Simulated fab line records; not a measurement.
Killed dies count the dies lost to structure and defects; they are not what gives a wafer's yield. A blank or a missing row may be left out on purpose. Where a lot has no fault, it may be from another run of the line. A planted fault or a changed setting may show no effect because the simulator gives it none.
fab line records + flow sky130
record:
- lots: 12
- wafers: 36
- last-day: 50
route steps=708 shown FIELD_ISO@18 LI_CONTACT@386 CONTACT@406
lots that met no fault: taken from a fault-free run of the same line
start-h: hours from the record's opening day to when the first of the lot's shown wafers began + wait-h: hours since the lot's step before + " the same as in the row above + L1.1+2: several wafers, shown together as one row + - no value present, or no start provided + * or withheld: withheld + < > ~ a bound
route shown NAME@n: a module of which the file shows steps, and the number in the route of the first + usual: mean and standard deviation over wafers with no fault + same: alike in all rows + chamber/n: place in a boat + sites: the reading at each site + _std_site: standard deviation of those values + _edge_site: mean of outer sites minus mean of inner sites + radius-mm: for every site, how far away it sits from the centre of the wafer + mask NAME#n: copy n + behind: the most recent tool/chamber to have shaped the wafer + hold: why the lot was held/for how many hours/how that ended + device: the transistor (n, p or np) that didn't switch + end of line: the same wafers' tests at the end of the route + a step given without rows: its recipe and nothing more + killed: not the wafer's yield, but the dies lost to structure and defects at the first sort + map: a wafer's dies, x killed, . not, _ none there
set.NAME: the setting that was run; set.NAME@STEP: the one run at that earlier step + model.NAME: the simulator's own value behind a step, which no gauge read
the route's steps for a sample of lots (tables are steps, rows are wafers)
services: from which hour (start-h, from the record's first day; less than 0 if before it) a tool's chamber was out of use, for how many hours, and why
== steps ==
step: SKY_FIELD_ISO_ETCH_17
recipe:
- target-depth-a: 3420
- mask-material: Si3N4
- chemistry: HBr/Cl2/O2
- target: Si
- taper-deg: 5
- icp-w: 600
- bias-w: 150
- pressure-mtorr: 15
- HBr_flow_sccm: 150
- Cl2_flow_sccm: 40
- O2_flow_sccm: 6
- time-s: 97.7
usual:
- bias-w: 150.0/0.42
- drypump-motor-current-A: 6.2/0.42
- oes-product-au: 1.003/0.0072
- run-length-s: 126.2/0.41
- throttle-valve-pct: 25.654/0.01
| lot.wafer | tool      | chamber | start-h | wait-h | bias-w | drypump-motor-current-A | oes-product-au | rf-hours-counter-h | run-length-s | throttle-valve-pct |
|-----------|-----------|---------|---------|--------|--------|-------------------------|----------------|--------------------|--------------|--------------------|
| L145.2    | rie-si-02 | 2       | 29.47   | 0.1    | 150.2  | 6.7                     | 1.013          | 115                | 125.7        | 25.637             |
| L145.4    | "         | 0       | "       | "      | 149.9  | 6.6                     | 1.001          | 2                  | 126.3        | 25.656             |
| L145.5    | "         | 0       | "       | "      | 149.9  | 6.6                     | 1.010          | -                  | 127.0        | 25.627             |
| L146.1    | rie-si-02 | 1       | 37.27   | 0.1    | 150.5  | 5.2                     | 0.994          | 59                 | 125.7        | 25.652             |
| L146.2    | "         | 3       | "       | "      | 150.2  | 6.1                     | 1.007          | 14                 | 126.1        | 25.642             |
| L146.3    | "         | 2       | "       | "      | 150.5  | 6.7                     | 1.017          | 115                | 126.2        | 25.643             |
| L147.1    | rie-si-01 | 1       | 41.27   | 0.1    | 149.4  | 6.6                     | 0.993          | 1                  | 125.7        | 25.655             |
| L147.5    | "         | 1       | "       | "      | 150.2  | 6.6                     | 0.998          | -                  | 125.6        | 25.662             |
| L147.6    | "         | 0       | "       | "      | 150.4  | 6.0                     | 0.995          | -                  | 126.8        | 25.660             |
| L148.1    | rie-si-02 | 3       | 44.42   | 0.1    | 149.9  | 6.1                     | 1.004          | 14                 | 125.8        | 25.659             |
| L148.2    | "         | 0       | "       | "      | 149.7  | 6.6                     | 1.000          | 2                  | 126.5        | 25.664             |
| L148.5    | "         | 3       | "       | "      | 149.9  | 6.1                     | 1.017          | -                  | 125.6        | 25.643             |
| L149.3    | rie-si-01 | 0       | 49.77   | 0.0    | 149.6  | 6.1                     | 1.007          | 23                 | 127.0        | 25.668             |
| L149.5    | "         | 1       | "       | "      | 149.6  | 6.6                     | 1.001          | -                  | 126.1        | 25.659             |
| L149.6    | "         | 3       | "       | "      | 150.6  | 6.3                     | 1.000          | -                  | 125.9        | 25.645             |
| L150.1    | rie-si-01 | 1       | 54.62   | 0.1    | 150.6  | 6.6                     | 0.995          | 1                  | 126.2        | 25.675             |
| L150.3    | "         | 2       | "       | "      | 150.1  | 6.1                     | 0.991          | 2                  | 126.2        | 25.654             |
| L150.4    | "         | 0       | "       | "      | 149.9  | 6.1                     | 1.007          | 23                 | 127.0        | 25.668             |
| L152.2    | rie-si-01 | 3       | 64.77   | 0.1    | 149.9  | 6.3                     | 0.996          | 112                | 126.0        | 25.650             |
| L152.4    | "         | 2       | "       | "      | 150.2  | 6.1                     | 0.998          | 2                  | 126.2        | 25.655             |
| L152.5    | "         | 2       | "       | "      | 150.4  | 6.0                     | 1.005          | -                  | 126.2        | 25.660             |
| L153.1    | rie-si-02 | 2       | 71.42   | 0.1    | 149.9  | 6.7                     | 1.005          | 116                | 125.7        | 25.650             |
| L153.2    | "         | 0       | "       | "      | 149.5  | 6.6                     | 0.999          | 2                  | 126.7        | 25.653             |
| L153.4    | "         | 3       | "       | "      | 150.2  | 6.1                     | 0.995          | 14                 | 126.1        | 25.647             |
| L155.4    | rie-si-02 | 1       | 81.87   | 0.0    | 150.3  | 5.2                     | 1.002          | 60                 | 125.9        | 25.654             |
| L155.5    | "         | 0       | "       | "      | 149.7  | 6.6                     | 0.996          | -                  | 126.4        | 25.659             |
| L155.6    | "         | 3       | "       | "      | 150.7  | 6.1                     | 0.994          | -                  | 126.1        | 25.652             |
| L160.1    | rie-si-01 | 1       | 107.77  | 0.1    | 148.8  | 6.6                     | 0.991          | 1                  | 126.0        | 25.664             |
| L160.3    | "         | 0       | "       | "      | 150.7  | 6.1                     | 0.996          | 24                 | 130.6        | 25.668             |
| L160.6    | "         | 0       | "       | "      | 150.7  | 6.1                     | 0.992          | -                  | 130.3        | 25.654             |
| L161.1    | rie-si-02 | 3       | 111.77  | 0.1    | 150.2  | 6.1                     | 0.997          | 15                 | 126.5        | 25.664             |
| L161.2    | "         | 0       | "       | "      | 149.4  | 6.6                     | 0.998          | 2                  | 126.4        | 25.654             |
| L161.5    | "         | 2       | "       | "      | 149.8  | 6.8                     | 0.994          | -                  | 125.6        | 25.673             |
| L164.1    | rie-si-02 | 3       | 127.62  | 0.1    | 150.5  | 6.1                     | 1.002          | 15                 | 125.9        | 25.669             |
| L164.4    | "         | 0       | "       | "      | 150.3  | 6.6                     | 1.002          | 2                  | 126.8        | 25.639             |
| L164.5    | "         | 3       | "       | "      | 150.6  | 6.1                     | 1.006          | -                  | 125.6        | 25.673             |
step: SKY_LI_CONTACT_CMP_24
recipe:
- stop-on: PSG
- t-overpolish-s: 20
- down-force-psi: 3.5
- platen-rpm: 60
- target-thk-nm: 0
- pad-velocity-m-s: 0.94248
usual:
- motor-current-A: 11.0/1.1
- overpolish-run-s: 20.000/0.0089
- slurry-filter-dp-kPa: 13.50/0.15
- slurry-flow-ml-min: 150.0/0.48
- time-to-endpoint-s: 98/3.3
| lot.wafer | tool   | chamber | start-h | wait-h | motor-current-A | overpolish-run-s | slurry-filter-dp-kPa | slurry-flow-ml-min | time-to-endpoint-s |
|-----------|--------|---------|---------|--------|-----------------|------------------|----------------------|--------------------|--------------------|
| L145.4    | cmp-02 | 2       | 671.12  | 0.1    | 11.3            | 20.014           | 13.22                | 148.9              | 99                 |
| L145.2    | "      | 3       | "       | "      | 12.3            | 20.009           | 13.24                | 149.5              | 96                 |
| L145.5    | "      | 0       | "       | "      | 9.4             | 20.003           | 13.69                | 150.4              | 100                |
| L146.3    | cmp-01 | 1       | 681.00  | 0.1    | 10.4            | 20.013           | 13.71                | 150.4              | 96                 |
| L146.1    | "      | 2       | "       | "      | 12.9            | 19.995           | 13.38                | 149.6              | 93                 |
| L146.2    | "      | 3       | "       | "      | 11.6            | 19.998           | 13.48                | 149.3              | 97                 |
| L147.1    | cmp-02 | 1       | 692.62  | 0.1    | 10.7            | 19.995           | 13.40                | 151.0              | 102                |
| L147.5    | "      | 1       | "       | "      | 10.1            | 19.992           | 13.33                | 150.5              | 105                |
| L147.6    | "      | 2       | "       | "      | 11.1            | 19.993           | 13.57                | 149.7              | 101                |
| L148.1    | cmp-02 | 1       | 694.22  | 0.1    | 10.1            | 20.003           | 13.51                | 149.7              | 100                |
| L148.2    | "      | 3       | "       | "      | 11.7            | 20.014           | 13.70                | 149.7              | 98                 |
| L148.5    | "      | 1       | "       | "      | 11.3            | 20.000           | 13.37                | 149.7              | 100                |
| L149.3    | cmp-01 | 2       | 711.99  | 0.0    | 12.6            | 20.016           | 13.72                | 150.1              | 96                 |
| L149.6    | "      | 2       | "       | "      | 12.8            | 20.002           | 13.17                | 150.0              | 94                 |
| L149.5    | "      | 3       | "       | "      | 12.1            | 19.983           | 13.34                | 150.9              | 97                 |
| L150.4    | cmp-02 | 3       | 726.98  | 0.0    | 12.3            | 19.995           | 13.32                | 148.9              | 94                 |
| L150.3    | "      | 0       | "       | "      | 9.0             | 20.005           | 13.56                | 150.1              | 98                 |
| L150.1    | "      | 1       | "       | "      | 10.2            | 19.996           | 13.31                | 149.8              | 94                 |
| L152.2    | cmp-02 | 1       | 738.24  | 0.1    | 10.5            | 20.005           | 13.96                | 150.7              | 101                |
| L152.4    | "      | 2       | "       | "      | 11.1            | 20.011           | 13.54                | 150.1              | 96                 |
| L152.5    | "      | 0       | "       | "      | 9.1             | 20.008           | 13.43                | 150.4              | 101                |
| L153.2    | cmp-02 | 1       | 742.98  | 0.0    | 10.2            | 19.988           | 13.54                | 149.8              | 95                 |
| L153.4    | "      | 3       | "       | "      | 12.1            | 20.013           | 13.73                | 149.6              | 96                 |
| L153.1    | "      | 0       | "       | "      | 9.0             | 19.998           | 13.40                | 150.3              | 96                 |
| L155.4    | cmp-02 | 3       | 787.93  | 0.1    | 12.2            | 19.988           | 13.44                | 150.2              | 96                 |
| L155.5    | "      | 1       | "       | "      | 10.9            | 20.001           | 13.33                | 150.0              | 98                 |
| L155.6    | "      | 2       | "       | "      | 10.7            | 19.993           | 13.54                | 150.3              | 95                 |
| L160.1    | cmp-02 | 0       | 793.80  | 0.1    | 9.6             | 19.989           | 13.37                | 150.1              | 98                 |
| L160.3    | "      | 2       | "       | "      | 11.2            | 20.007           | 13.57                | 149.9              | 95                 |
| L160.6    | "      | 0       | "       | "      | 9.2             | 20.013           | 13.49                | 149.3              | 101                |
| L161.2    | cmp-01 | 3       | 801.10  | 0.0    | 12.0            | 20.005           | 13.50                | 150.1              | 94                 |
| L161.1    | "      | 1       | "       | "      | 10.3            | 19.997           | 13.41                | 149.9              | 96                 |
| L161.5    | "      | 0       | "       | "      | 9.9             | 20.002           | 13.46                | 149.7              | 96                 |
| L164.4    | cmp-01 | 2       | 838.33  | 0.0    | 13.4            | 19.998           | 13.50                | 150.6              | 97                 |
| L164.1    | "      | 0       | "       | "      | 10.2            | 20.014           | 13.64                | 150.3              | 101                |
| L164.5    | "      | 3       | "       | "      | 10.7            | 20.005           | 13.59                | 150.1              | 101                |
step: SKY_CONTACT_CVD_00
recipe:
- material: Si3N4
- target-thk-nm: 75
- temp-c: 400
- time-s: withheld
- rf-w: 450
usual:
- heater-power-w: 727/99
| lot.wafer | tool     | chamber | start-h | wait-h | heater-power-w |
|-----------|----------|---------|---------|--------|----------------|
| L145.2    | pecvd-04 | 0       | 699.67  | 0.0    | 553            |
| L145.4    | "        | 1       | "       | "      | 821            |
| L145.5    | "        | 2       | "       | "      | 655            |
| L146.1    | pecvd-04 | 2       | 710.35  | 0.0    | 672            |
| L146.2    | "        | 1       | "       | "      | 786            |
| L146.3    | "        | 0       | "       | "      | 652            |
| L147.1    | pecvd-01 | 0       | 721.87  | 0.0    | 650            |
| L147.5    | "        | 0       | "       | "      | 663            |
| L147.6    | "        | 1       | "       | "      | 694            |
| L148.1    | pecvd-04 | 1       | 722.81  | 0.0    | 855            |
| L148.2    | "        | 0       | "       | "      | 575            |
| L148.5    | "        | 1       | "       | "      | 870            |
| L149.3    | pecvd-01 | 0       | 741.72  | 0.0    | 670            |
| L149.5    | "        | 2       | "       | "      | 899            |
| L149.6    | "        | 1       | "       | "      | 712            |
| L150.1    | pecvd-04 | 0       | 756.31  | 0.0    | 640            |
| L150.3    | "        | 1       | "       | "      | 780            |
| L150.4    | "        | 0       | "       | "      | 634            |
| L152.2    | pecvd-02 | 0       | 766.47  | 0.0    | 677            |
| L152.4    | "        | 2       | "       | "      | 578            |
| L152.5    | "        | 1       | "       | "      | 880            |
| L153.1    | pecvd-02 | 2       | 771.42  | 0.0    | 701            |
| L153.2    | "        | 1       | "       | "      | 775            |
| L153.4    | "        | 2       | "       | "      | 684            |
| L155.4    | pecvd-01 | 0       | 816.33  | 0.0    | 644            |
| L155.5    | "        | 2       | "       | "      | 950            |
| L155.6    | "        | 0       | "       | "      | 634            |
| L160.1    | pecvd-04 | 2       | 821.49  | 0.0    | 729            |
| L160.3    | "        | 0       | "       | "      | 663            |
| L160.6    | "        | 1       | "       | "      | 861            |
| L161.1    | pecvd-04 | 1       | 828.33  | 0.0    | 763            |
| L161.2    | "        | 2       | "       | "      | 616            |
| L161.5    | "        | 0       | "       | "      | 563            |
| L164.1    | pecvd-01 | 1       | 866.77  | 0.0    | 660            |
| L164.4    | "        | 1       | "       | "      | 666            |
| L164.5    | "        | 2       | "       | "      | 888            |
step: SKY_CONTACT_THK_MEAS_26
recipe:
- thk-meas-gauge: xrf
- reads: W_of_CONTACT_CVD_24
usual:
- CONTACT_W_THK: 354/4
| lot.wafer | tool          | chamber | start-h | wait-h | CONTACT_W_THK[nm] |
|-----------|---------------|---------|---------|--------|-------------------|
| L145.2    | film-metro-04 | -       | 728.93  | 0.1    | 355               |
| L145.4    | "             | -       | "       | "      | 360               |
| L145.5    | "             | -       | "       | "      | 350               |
| L146.1    | film-metro-02 | -       | 739.94  | 0.1    | 355               |
| L146.2    | "             | -       | "       | "      | 351               |
| L146.3    | "             | -       | "       | "      | 352               |
| L147.1    | film-metro-02 | -       | 750.40  | 0.1    | 359               |
| L147.5    | "             | -       | "       | "      | 360               |
| L147.6    | "             | -       | "       | "      | 359               |
| L148.1    | film-metro-02 | -       | 752.28  | 0.1    | 359               |
| L148.2    | "             | -       | "       | "      | 361               |
| L148.5    | "             | -       | "       | "      | 354               |
| L149.3    | film-metro-04 | -       | 770.13  | 0.1    | 349               |
| L149.5    | "             | -       | "       | "      | 348               |
| L149.6    | "             | -       | "       | "      | 354               |
| L150.1    | film-metro-03 | -       | 784.39  | 0.1    | 353               |
| L150.3    | "             | -       | "       | "      | 348               |
| L150.4    | "             | -       | "       | "      | 352               |
| L152.2    | film-metro-02 | -       | 794.53  | 0.1    | 354               |
| L152.4    | "             | -       | "       | "      | 358               |
| L152.5    | "             | -       | "       | "      | 354               |
| L153.1    | film-metro-03 | -       | 799.47  | 0.1    | 352               |
| L153.2    | "             | -       | "       | "      | 352               |
| L153.4    | "             | -       | "       | "      | 349               |
| L155.4    | film-metro-04 | -       | 844.67  | 0.1    | 361               |
| L155.5    | "             | -       | "       | "      | 356               |
| L155.6    | "             | -       | "       | "      | 352               |
| L160.1    | film-metro-04 | -       | 850.12  | 0.1    | 361               |
| L160.3    | "             | -       | "       | "      | 363               |
| L160.6    | "             | -       | "       | "      | 365               |
| L161.1    | film-metro-03 | -       | 856.09  | 0.1    | 353               |
| L161.2    | "             | -       | "       | "      | 352               |
| L161.5    | "             | -       | "       | "      | 349               |
| L164.1    | film-metro-02 | -       | 894.12  | 0.1    | 359               |
| L164.4    | "             | -       | "       | "      | 359               |
| L164.5    | "             | -       | "       | "      | 356               |
== services ==
| tool      | chamber | start-h | hours | kind   |
|-----------|---------|---------|-------|--------|
| cmp-02    | -       | 19.32   | 0.2   | repair |
| cmp-02    | -       | 31.32   | 14.4  | pm     |
| cmp-02    | -       | 212.17  | 0.3   | repair |
| cmp-02    | -       | 232.00  | 4.0   | pm     |
| cmp-02    | -       | 277.00  | 6.2   | pm     |
| rie-si-02 | 2       | 347.00  | 21.7  | repair |
| rie-si-02 | 1       | 376.03  | 4.0   | repair |
| cmp-02    | -       | 420.27  | 0.8   | repair |
| rie-si-02 | -       | 467.82  | 0.6   | repair |
| cmp-02    | -       | 557.45  | 5.6   | pm     |
| cmp-02    | -       | 572.00  | 4.0   | pm     |
| rie-si-02 | -       | 616.69  | 15.6  | pm     |
| cmp-02    | -       | 618.31  | 1.7   | repair |
| rie-si-02 | -       | 632.29  | 14.6  | pm     |
| cmp-02    | -       | 646.00  | 10.2  | pm     |
| rie-si-02 | 2       | 703.06  | 22.6  | repair |
| rie-si-02 | 0       | 709.80  | 6.6   | repair |
| rie-si-02 | 3       | 712.91  | 5.6   | repair |
| cmp-02    | -       | 734.00  | 0.3   | repair |
| rie-si-02 | -       | 744.20  | 46.4  | repair |
| cmp-02    | -       | 766.55  | 1.9   | repair |
| rie-si-02 | 0       | 798.62  | 6.8   | repair |
| rie-si-02 | 1       | 801.90  | 5.1   | repair |
| cmp-02    | -       | 806.96  | 1.1   | repair |
== key ==
first-sign:
- step: SKY_FIELD_ISO_ETCH_17
- reading: run-length-s
- direction: up
- sigmas: 10
- usual: *
- struck: *
effect none on later readings
met-at SKY_FIELD_ISO_ETCH_17
struck-lots L160
struck-wafers L160.3,L160.6
tester-left-out L160
not-acting-at SKY_LI_CONTACT_CMP_24,SKY_CONTACT_CVD_00,SKY_CONTACT_THK_MEAS_26
onset-between 54.62 107.77
fault:
- kind: process-parameter-drift
- tool: rie-si-01
- chamber: 0
- onset-h: 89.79
- steps: SKY_FIELD_ISO_ETCH_17
- channel: time-s
- offset: *
- shape: step
- end-h: 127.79
- acts-in: *
- stated: *
tester-left-out: of these lots the tester's yield and bins aren't shown, on N5 and GAA mostly nor the transistor test; their killed dies are dies lost to structure and defects alone, not to doping, threshold or leakage, so they don't give the yield
